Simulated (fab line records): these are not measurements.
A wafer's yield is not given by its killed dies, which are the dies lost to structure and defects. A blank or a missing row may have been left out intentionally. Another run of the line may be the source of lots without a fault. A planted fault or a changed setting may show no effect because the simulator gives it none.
The tool behind it: which one? + flow gf180mcu + 38 wafers from 13 lots sampled at 3 of the route's 602 steps

## WHAT EACH GAUGE READ, for each wafer
GF_VT_IMPLANT_RS_MEAS_46: a four-point-probe measurement. Usual: MVSD_RS typically reads 457.1 ohm/sq, with standard deviation 1.1.
| lot  | measured     | on           | MVSD_RS (ohm/sq)  | flag |
|------|--------------|--------------|-------------------|------|
| L487 | day 8 03:50  | filmMetro-02 | 458.5 458.7 457.3 |      |
| L489 | day 8 05:13  | filmMetro-02 | 458.5 457.1 458.4 |      |
| L486 | day 8 06:20  | filmMetro-03 | 457.6 456.1 456.8 |      |
| L490 | day 8 10:44  | filmMetro-02 | 457.1 458.2 457.9 |      |
| L491 | day 8 13:07  | filmMetro-01 | 455.8 456.0 457.2 |      |
| L492 | day 8 16:28  | filmMetro-03 | 458.8 458.0 458.6 |      |
| L493 | day 8 22:32  | filmMetro-03 | 456.9 457.8 456.4 |      |
| L495 | day 9 12:29  | filmMetro-02 | 455.5 456.2 457.3 |      |
| L496 | day 9 16:39  | filmMetro-03 | 457.9 458.0 458.2 |      |
| L498 | day 10 06:57 | filmMetro-01 | 456.8 457.2 456.9 |      |
| L499 | day 10 12:47 | filmMetro-01 | 456.4 454.3 457.1 |      |
| L500 | day 10 17:59 | filmMetro-03 | 456.9 456.2 456.3 |      |
| L505 | day 12 04:08 | filmMetro-03 | 458.0 458.2       |      |

GF_DUAL_GATE_OVL_MEAS_11. Usual: DUAL_GATE_OVL typically reads 0.4 nm, with standard deviation 1.6.
| lot  | measured     | on         | DUAL_GATE_OVL (nm) | flag |
|------|--------------|------------|--------------------|------|
| L487 | day 8 22:41  | overlay-02 | 0.3 0.5 -0.1       |      |
| L489 | day 8 21:59  | overlay-01 | 0.8 3.0 0.4        |      |
| L486 | day 9 00:14  | overlay-01 | -0.3 -1.5 -0.2     |      |
| L490 | day 9 04:35  | overlay-02 | 0.2 -1.6 0.3       |      |
| L491 | day 9 07:15  | overlay-01 | -0.8 -1.7 -1.8     |      |
| L492 | day 9 11:24  | overlay-02 | 2.0 1.8 2.4        |      |
| L493 | day 9 19:11  | overlay-02 | 0.9 0.9 1.7        |      |
| L495 | day 10 07:50 | overlay-02 | -0.5 -0.9 2.9      |      |
| L496 | day 10 10:41 | overlay-02 | -0.4 0.6 0.9       |      |
| L498 | day 11 01:31 | overlay-01 | 2.1 0.9 1.4        |      |
| L499 | day 11 08:26 | overlay-01 | 0.3 0.1 1.6        |      |
| L500 | day 11 12:51 | overlay-02 | -0.4 -1.7 -0.3     |      |
| L505 | day 13 00:32 | overlay-01 | -1.0 -3.7          |      |

GF_HV_LDD_CD_MEAS_07 targets a cd of 400 nm. Usual: 400.1 nm for cdNm, sd 2.1.
| lot  | measured     | on       | cdNm (nm)         | flag |
|------|--------------|----------|-------------------|------|
| L487 | day 10 13:50 | cdSem-01 | 401.8 401.2 401.6 |      |
| L489 | day 10 13:32 | cdSem-01 | 396.7 397.5 398.9 |      |
| L486 | day 10 15:59 | cdSem-01 | 397.0 398.5 397.8 |      |
| L490 | day 10 19:50 | cdSem-01 | 397.1 396.3 397.0 |      |
| L491 | day 10 21:37 | cdSem-02 | 399.3 399.4 401.3 |      |
| L492 | day 11 04:59 | cdSem-01 | 402.5 400.7 400.4 |      |
| L493 | day 11 11:47 | cdSem-02 | 402.2 401.6 401.1 |      |
| L495 | day 12 01:41 | cdSem-01 | 398.2 397.1 398.3 |      |
| L496 | day 12 03:46 | cdSem-01 | 400.8 400.8 400.1 |      |
| L498 | day 12 19:26 | cdSem-01 | 399.9 398.9 399.3 |      |
| L499 | day 13 03:20 | cdSem-01 | 400.4 401.6 400.9 |      |
| L500 | day 13 06:19 | cdSem-01 | 405.0 402.7 401.9 |      |
| L505 | day 14 23:47 | cdSem-02 | 401.2 403.0       |      |

## WHICH TOOL RAN EACH LOT (tool, then ch and the chambers of the sampled wafers, then the start)
The record shows no process step preceding these readings.

## AS READ BY THE TOOLS THEMSELVES (means over the sampled wafers that have a number; for cases with no such wafer, the mark the record gives instead)
The record holds no such reading with a usual standard deviation.

## THE ANSWER, worked out from the rows above alone
Rule: a lot is off if the mean of its wafers that have a number lies more than 3 standard deviations from the usual mean. A lot without any number at a reading at which 4 lots or more have one is off too. The other lots that the step has rows for count as sound. Order of review: gauges by route order, followed by the tools' own readings, for which a lot's mean as printed above is used. The first step at which some lot is off is used, and at that step the reading that is off furthest; a lot without a number counts as furthest.
Across all readings shown, no lot is off: no conclusion can be drawn from this.

## WHAT WAS PUT IN BY THE SIMULATOR
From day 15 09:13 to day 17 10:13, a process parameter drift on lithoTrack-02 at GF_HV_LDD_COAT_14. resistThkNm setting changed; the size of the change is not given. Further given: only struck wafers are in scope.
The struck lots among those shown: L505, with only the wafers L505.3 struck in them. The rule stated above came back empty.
